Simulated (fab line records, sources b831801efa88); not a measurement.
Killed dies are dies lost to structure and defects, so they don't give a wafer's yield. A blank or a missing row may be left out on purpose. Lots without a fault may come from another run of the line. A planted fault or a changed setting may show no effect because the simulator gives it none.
fab line records | flow sfq_line
record lots=14 wafers=42 last_day=75
route steps=325 shown I7@307
lots that met no fault: from a run of the same line without faults
start_h: hours from the record's first day to the start of the lot's first wafer shown | wait_h: hours since the lot's step before | " the same as in the row above | L1.1+2: a row that stands for several wafers | - no value, or no start given | * or withheld: withheld | < > ~ a bound
route shown NAME@n: a module of which the file shows steps, and the number in the route of the first | usual: mean/standard deviation of fault-free wafers | same: alike in all rows | chamber/n: place in a boat | sites: the reading at each site | _std_site: their standard deviation | _edge_site: outer sites' mean less inner sites' | radius_mm: how far each site lies from the wafer's centre | mask NAME#n: copy n | behind: the tool/chamber that last shaped the wafer | hold: why the lot was held/for how many hours/how that ended | device: the transistor (n, p or np) that didn't switch | end of line: the same wafers' tests at the end of the route | a step without rows: its recipe alone | killed: dies lost to structure and defects at the first sort, not the wafer's yield | map: a wafer's dies, x killed, . not, _ none there
set.NAME: the setting as run; set.NAME@STEP: as run at that earlier step | model.NAME: the simulator's own value behind a step, which no gauge read
steps of the route over a sample of lots; a table a step, a row a wafer
services: from which hour (start_h, from the record's first day; less than 0 if before it) a tool's chamber was out of use, for how many hours, and why
## steps
# step SFQ_TRILAYER_I7_VIA_BARC_OPEN_VIA_ETCH_260
# recipe mask_material=PR chemistry=O2 target_depth_nm=125 target=BARC source_w=500 bias_w=80 pressure_mtorr=30 time_s=41.7
# usual drypump_motor_current_A=5.5/0.37 oes_product_au=0.685/0.0048 run_length_s=70.1/0.47
# columns lot.wafer tool chamber start_h wait_h drypump_motor_current_A oes_product_au rf_hours_counter_h run_length_s
L787.3 rie_diel-04 3 1623.43 0.0 4.9 0.675 17 69.5
L787.4 " 0 " " 5.0 0.678 1 70.2
L787.5 " 2 " " 5.4 0.682 - 71.0
L790.1 rie_diel-01 2 1661.16 0.0 5.6 0.692 3 69.7
L790.3 " 3 " " 5.4 0.681 0 69.8
L790.6 " 3 " " 5.4 0.681 - 69.8
L791.1 rie_diel-04 2 1662.36 0.0 5.3 0.681 12 70.5
L791.2 " 1 " " 5.8 0.684 18 69.8
L791.5 " 0 " " 5.0 0.686 - 70.1
L797.1 rie_diel-02 0 1676.70 0.0 5.7 0.683 17 69.8
L797.5 " 3 " " 6.0 0.685 - 70.9
L797.6 " 0 " " 5.7 0.681 - 70.0
L798.1 rie_diel-01 0 1677.90 0.0 5.2 0.676 15 70.2
L798.4 " 3 " " 5.4 0.690 1 69.6
L798.5 " 1 " " 5.2 0.689 - 69.9
L799.1 rie_diel-04 2 1679.10 0.0 5.4 0.686 12 71.0
L799.2 " 3 " " 4.9 0.686 18 69.9
L799.3 " 0 " " 4.9 0.748 2 65.4
L800.2 rie_diel-02 3 1680.30 0.0 6.0 0.688 3 71.2
L800.4 " 1 " " 5.2 0.678 3 70.5
L800.6 " 0 " " 5.7 0.681 - 70.0
L801.2 rie_diel-01 2 1682.70 0.0 5.7 0.685 3 69.3
L801.4 " 0 " " 5.2 0.689 15 69.9
L801.5 " 2 " " 5.7 0.678 - 69.9
L802.1 rie_diel-04 0 1683.90 0.0 5.0 0.757 2 65.4
L802.4 " 2 " " 5.3 0.690 12 70.2
L802.6 " 0 " " 5.0 0.749 - 65.6
L803.2 rie_diel-02 1 1685.10 0.0 5.2 0.675 3 70.8
L803.5 " 0 " " 5.7 0.680 - 69.7
L803.6 " 3 " " 6.0 0.689 - 70.5
L807.1 rie_diel-01 0 1703.28 0.0 5.2 0.682 15 69.9
L807.3 " 2 " " 5.6 0.685 4 69.1
L807.6 " 2 " " 5.6 0.687 - 69.6
L808.1 rie_diel-02 3 1755.88 0.0 6.0 0.685 3 71.3
L808.3 " 1 " " 5.1 0.685 4 70.3
L808.6 " 1 " " 5.2 0.692 - 71.0
L809.1 rie_diel-02 0 1758.28 0.0 5.8 0.682 18 70.0
L809.4 " 2 " " 6.0 0.685 0 70.3
L809.5 " 2 " " 6.0 0.690 - 70.0
L810.1 rie_diel-04 0 1759.63 0.0 5.0 0.683 3 69.5
L810.2 " 3 " " 4.9 0.673 19 69.7
L810.3 " 2 " " 5.4 0.684 13 70.2
## services
# columns tool chamber start_h hours kind
rie_diel-01 - 1619.97 0.4 repair
rie_diel-02 - 1633.61 0.8 repair
rie_diel-01 3 1638.08 - clean
rie_diel-01 3 1638.08 15.5 scheduled_down
rie_diel-01 3 1638.08 15.5 vent_cycle
rie_diel-04 3 1657.84 1.7 repair
rie_diel-02 2 1680.93 - clean
rie_diel-02 2 1680.93 23.0 scheduled_down
rie_diel-02 2 1680.93 23.0 vent_cycle
rie_diel-02 3 1688.78 3.5 repair
rie_diel-01 3 1704.79 15.6 repair
rie_diel-01 - 1704.91 2.8 pm
rie_diel-01 2 1754.43 8.9 repair
## key
first_sign step=SFQ_TRILAYER_I7_VIA_BARC_OPEN_VIA_ETCH_260 reading=oes_product_au direction=up sigmas=14 usual=0.685 struck=0.751
effect step=SFQ_TRILAYER_I7_VIA_BARC_OPEN_VIA_ETCH_260 reading=run_length_s direction=down sigmas=9.8 usual=* struck=*
met_at SFQ_TRILAYER_I7_VIA_BARC_OPEN_VIA_ETCH_260
struck_lots L799,L802
struck_wafers L799.3,L802.1,L802.6
onset_between 1662.36 1679.10
fault kind=process_parameter_drift tool=rie_diel-04 chamber=0 onset_h=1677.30 steps=SFQ_TRILAYER_I7_VIA_BARC_OPEN_VIA_ETCH_260 channel=time_s offset=* shape=step end_h=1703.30 acts_in=* stated=*
